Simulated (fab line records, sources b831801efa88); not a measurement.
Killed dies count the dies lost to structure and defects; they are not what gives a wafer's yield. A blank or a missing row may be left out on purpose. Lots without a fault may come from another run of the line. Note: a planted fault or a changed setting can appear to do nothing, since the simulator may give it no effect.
Lot-split experiment | flow sfqLine | on a route of 325 steps: 5 lots, 23 wafers read

THE SPLIT ITSELF
At SFQ_TRILAYER_I0_VIA_LITHO_COAT_036 (resist thk 62 nm), the setting spinRpm was moved away from the recipe's 3000 rpm on 8 of the 23 wafers read, by -7.3% to +5.7%. The other wafers ran this setting at the recipe's value.

Reading taken at the split's own step.

THE READING
BARC_of_TRILAYER_I0_VIA_LITHO_COAT_036.thkNm (the simulator's own value, which no gauge read), in nm, at SFQ_TRILAYER_I0_VIA_LITHO_COAT_036 (resist thk 62 nm). There is no usual value for it anywhere in the file. Across the 15 wafers here that went through the recipe, the average is 61.92 nm and the standard deviation 0.16 nm.

wafer  | tool, chamber at the split | spinRpm as run, rpm | against the recipe | BARC_of_TRILAYER_I0_VIA_LITHO_COAT_036.thkNm, nm | against lot-mates on the recipe
L075.1 | lithoTrack-02, 0           | 3000                | recipe             | 62.22                                            | -
L075.2 | lithoTrack-02, 0           | 3172                | +5.7%              | 60.44                                            | -1.73
L075.3 | lithoTrack-02, 0           | 3172                | +5.7%              | 60.5                                             | -1.67
L075.4 | lithoTrack-02, 0           | 3000                | recipe             | 62.12                                            | -
L075.5 | lithoTrack-02, 0           | 3172                | +5.7%              | 60.46                                            | -1.71
L076.1 | lithoTrack-01, 0           | 3000                | recipe             | 61.84                                            | -
L076.2 | lithoTrack-01, 0           | 3000                | recipe             | 61.71                                            | -
L076.4 | lithoTrack-01, 0           | 3000                | recipe             | 61.66                                            | -
L076.5 | lithoTrack-01, 0           | 2782                | -7.3%              | 64.01                                            | +2.27
L076.6 | lithoTrack-01, 0           | 2782                | -7.3%              | 64.14                                            | +2.40
L077.1 | lithoTrack-04, 0           | 3000                | recipe             | 61.94                                            | -
L077.2 | lithoTrack-04, 0           | 3000                | recipe             | 62.02                                            | -
L077.5 | lithoTrack-04, 0           | 3000                | recipe             | 62.02                                            | -
L077.3 | lithoTrack-04, 0           | 3000                | recipe             | 61.7                                             | -
L077.4 | lithoTrack-04, 0           | 3000                | recipe             | 61.93                                            | -
L082.2 | lithoTrack-02, 0           | 3000                | recipe             | 61.78                                            | -
L082.3 | lithoTrack-02, 0           | 2803                | -6.6%              | 63.98                                            | +2.18
L082.4 | lithoTrack-02, 0           | 2803                | -6.6%              | 63.89                                            | +2.09
L082.5 | lithoTrack-02, 0           | 3000                | recipe             | 61.81                                            | -
L082.6 | lithoTrack-02, 0           | 2803                | -6.6%              | 63.84                                            | +2.05
L083.2 | lithoTrack-01, 0           | 3000                | recipe             | 61.99                                            | -
L083.3 | lithoTrack-01, 0           | 3000                | recipe             | 62                                               | -
L083.6 | lithoTrack-01, 0           | 3000                | recipe             | 62.07                                            | -

FIT RESULTS
A straight line over all 23 wafers: BARC_of_TRILAYER_I0_VIA_LITHO_COAT_036.thkNm changes by -0.284 nm for each +1% of spinRpm; r = -0.99; the points scatter about the line by 0.15 nm.
The same after taking each lot's own level away (the mean of its wafers on the recipe; 23 wafers): -0.313 nm for each +1%; r = -1.00; scatter 0.083 nm.
According to that fit, moving spinRpm by its largest amount changes the reading by 2.3 nm.
The lots' own levels span 61.737 to 62.170 nm, that is 2.7 times the standard deviation above.
So the lot-to-lot level changes the slope little: the two slopes agree.
Check: for one of the wafers moved furthest among these (-7.3%), held out of the fit, the line's prediction against its lot-mates is +2.3 nm. It came out at +2.27 nm against them.

THE OTHER SPLITS THESE WAFERS WENT THROUGH
Other splits were also applied to these wafers ahead of the reading. Each is held against what the fit with the lots' levels taken away leaves over:
other split on the same wafers                   | wafers away from the commonest value | r with BARC_of_TRILAYER_I0_VIA_LITHO_COAT_036.thkNm (lot level and that fit taken away)
SFQ_TRILAYER_L0_LITHO_EXPOSE_006 doseMj          | 7                                    | -0.28
SFQ_TRILAYER_L0_LITHO_PEB_008 pebTimeS           | 9                                    | -0.07
SFQ_TRILAYER_L0_VIA_LITHO_PEB_016 pebTempC       | 6                                    | -0.17
SFQ_TRILAYER_L0_VIA_BARC_OPEN_VIA_ETCH_021 biasW | 8                                    | -0.07
SFQ_TRILAYER_M0_BARC_OPEN_METAL_ETCH_031 timeS   | 9                                    | +0.17

FILE'S OWN FIT
BARC_of_TRILAYER_I0_VIA_LITHO_COAT_036.thkNm changes by -0.315 nm for each +1% of spinRpm, r = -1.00.
